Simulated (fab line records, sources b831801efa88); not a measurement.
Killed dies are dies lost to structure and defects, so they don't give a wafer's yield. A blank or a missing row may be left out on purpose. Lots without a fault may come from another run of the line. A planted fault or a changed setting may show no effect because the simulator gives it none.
One fault seen from 2 desks | flow sky130 | each desk has only its own numbers; what lay behind them comes last

THE TOOL OWNER'S DESK: rie_diel-01
The tool's own readings at SKY_CONTACT_ETCH_16 (etches BARC in N2/H2, stops on SiO2, time 45.9 s, target depth 60 nm): means of the sampled wafers that have a number, for each lot that ran on this tool. A lot is out of limits, marked OUT, if its mean lies more than 4 standard deviations from the usual mean; the brackets give that distance.
Columns: A = drypump_motor_current_A at SKY_CONTACT_ETCH_16, usual 5.6 A; B = oes_product_au at SKY_CONTACT_ETCH_16, usual 0.854 a.u.; C = throttle_valve_pct at SKY_CONTACT_ETCH_16, usual 13.224 %
lot  | first seen here | A   | B     | C
L861 | day 33 22:43    | 5.8 | 0.851 | 13.227
L862 | day 34 06:01    | 5.5 | 0.855 | 13.221
L866 | day 35 16:52    | 6.1 | 0.850 | 13.225
L868 | day 36 03:57    | 5.6 | 0.853 | 13.222
This desk's finding: nothing out of limits on any of the 4 lots.

THE METROLOGY DESK
What the gauges read, lot by lot, whatever tool the lot ran on: means of the sampled wafers that have a number. A lot is out of limits, marked OUT, if its mean lies more than 4 standard deviations from the usual mean; the brackets give that distance. Of its 9 readings 7 are shown: those that lie furthest out on some lot.
Columns: A = cd_nm at SKY_CONTACT_CD_MEAS_14, usual 170.2 nm; B = CONTACT_W_RS at SKY_CONTACT_RS_MEAS_25, usual 0.335 ohm/sq; C = CONTACT_W_THK at SKY_CONTACT_THK_MEAS_26, usual 347 nm; D = METAL1_ALCU_RS at SKY_METAL1_RS_MEAS_05, usual 0.1267 ohm/sq; E = METAL1_ALCU_THK at SKY_METAL1_THK_MEAS_06, usual 249.9 nm; F = cd_nm at SKY_METAL1_CD_MEAS_15, usual 140.0 nm; G = METAL1_OVL at SKY_METAL1_OVL_MEAS_16, usual 3 nm
lot  | first seen here | A     | B     | C   | D      | E     | F     | G
L860 | day 32 19:24    | 171.1 | 0.328 | 359 | 0.1266 | 248.7 | 140.7 | 5
L861 | day 32 19:41    | 169.3 | 0.339 | 337 | 0.1263 | 252.7 | 138.2 | 3
L862 | day 33 02:24    | 168.6 | 0.335 | 343 | 0.1257 | 250.6 | 140.1 | 8
L866 | day 34 13:23    | 172.4 | 0.341 | 349 | 0.1244 | 255.4 | 140.8 | -1
L868 | day 35 00:32    | 170.5 | 0.337 | 348 | 0.1255 | 252.0 | 137.7 | -1
L878 | day 38 02:37    | 167.8 | 0.335 | 351 | 0.1268 | 249.2 | 141.7 | -7
This desk's finding: nothing out of limits on any of the 6 lots.

PUT TOGETHER
The tool owner's desk saw nothing out of limits.
The metrology desk saw nothing out of limits.

WHAT THE SIMULATOR HAD PUT IN
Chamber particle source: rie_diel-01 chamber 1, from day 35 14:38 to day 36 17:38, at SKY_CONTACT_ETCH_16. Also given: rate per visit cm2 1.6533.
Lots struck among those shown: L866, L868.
